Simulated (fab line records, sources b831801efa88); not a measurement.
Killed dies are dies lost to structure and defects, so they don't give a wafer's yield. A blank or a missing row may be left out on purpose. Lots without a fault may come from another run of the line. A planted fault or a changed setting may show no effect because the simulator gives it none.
A struck lot beside a sound one | flow sky130 | 15 steps out of a route of 708
Sound: wafers L879.1, L879.3, L879.4. Struck: wafer L871.6. (L871.3, L871.4 of the same lot were not struck and are left out.) The cause comes at the end.
At each step with rows: each side's tool, then ch and its chambers, then its first start. Under that, the readings that differ: sound wafers | struck wafers | difference of the means | sigmas: that difference in standard deviations of wafers without a fault.
alike: readings whose means differ by less than 2 such deviations, and words and numbers that are the same on both sides. not compared: withheld readings, readings that some wafer has no value for, bounds like >300 that may hide the same value, and numbers for which the record gives no deviation and whose values overlap.
The two part at a step that has a row with sigmas, a row that says differs or no value, or rows on one side only. Numbers that don't overlap but have no deviation are shown without sigmas and don't part them. A reading that every wafer of one side lacks parts them only if that side has two wafers or more.

first, 5 steps without rows for these wafers: SKY_LI_CONTACT_COAT_07 (resist thk 450 nm); SKY_LI_CONTACT_SOFTBAKE_08 (time 90 s); SKY_LI_CONTACT_EXPOSE_09 (exposes mask LICM1, target cd 170 nm); SKY_LI_CONTACT_PEB_10; SKY_LI_CONTACT_DEVELOP_11 (develop time 60 s).
SKY_LI_CONTACT_CD_MEAS_12: target cd 170 nm.
  sound on cd_sem-01, day 34 04:39; struck on cd_sem-01, day 31 18:35
  alike: cd_nm
SKY_LI_CONTACT_OVL_MEAS_13:
  sound on overlay-02, day 34 04:46; struck on overlay-01, day 31 18:41
  alike: LI_CONTACT_OVL
SKY_LI_CONTACT_ETCH_14: etches BARC in N2/H2, stops on SiO2, time 45.9 s, target depth 60 nm.
  sound on rie_diel-01 ch 0,2,3, day 34 04:48; struck on rie_diel-01 ch 0, day 31 18:42
  alike: chamber_pressure_mTorr, drypump_motor_current_A, oes_product_au, throttle_valve_pct
  not compared: rf_hours_counter_h
SKY_LI_CONTACT_ETCH_15: etches PSG in C4F8/O2/Ar, stops on Si, target depth 600 nm.
  sound on rie_diel-01 ch 0,2,3, day 34 04:50; struck on rie_diel-01 ch 0, day 31 18:44
  alike: chamber_pressure_mTorr, oes_product_au
SKY_LI_CONTACT_STRIP_16: strips in O2/N2.
  sound on plasma_asher-01 ch 0,1, day 34 04:56; struck on plasma_asher-01 ch 1, day 31 18:52
  alike: chamber_pressure_mTorr, drypump_motor_current_A, oes_product_au, strip_time_to_endpoint_s
  not compared: rf_hours_counter_h
then, 2 steps without rows for these wafers: SKY_LI_CONTACT_CLEAN_17 (cleans in NMP, time 600 s); SKY_LI_CONTACT_PRE_CLEAN_18 (time 5.6 s).
SKY_LI_CONTACT_SPUTTER_19: material Ti, target thk 20 nm, time 106.37 s.
  sound on pvd_sputter-02, day 34 05:13; struck on pvd_sputter-04, day 31 19:07
  reading                                       | sound             | struck | difference | sigmas
  model.Ti_of_LI_CONTACT_SPUTTER_19.thk_nm (nm) | 20.08 20.22 19.84 | 16.59  | -3.46      |
  alike: chamber_pressure_pa, throttle_valve_pct
SKY_LI_CONTACT_SPUTTER_20: material TiN, target thk 20 nm, time 80 s.
  sound on pvd_sputter-02, day 34 05:18; struck on pvd_sputter-04, day 31 19:12
  alike: chamber_pressure_pa, throttle_valve_pct
-- the record jumps here: 16 days lie between the struck wafers' starts before and after (it left off in module LI_CONTACT and takes up again in module PAD_OPEN, whose first step shown is number 708 of the route) --
SKY_PAD_OPEN_PROBE_99:
  sound on prober-01, day 49 12:07; struck on prober-01, day 47 22:06
  alike: killed_at_M0_to_M3, killed_at_M4_up, killed_at_contacts, killed_at_front_end, killed_at_other, killed_dies, killed_open, killed_short
  not compared: model.etest.licon_ndiff.rc_ohm

WHERE THEY PART
Nowhere in this record.

WHY: what the simulator had put in
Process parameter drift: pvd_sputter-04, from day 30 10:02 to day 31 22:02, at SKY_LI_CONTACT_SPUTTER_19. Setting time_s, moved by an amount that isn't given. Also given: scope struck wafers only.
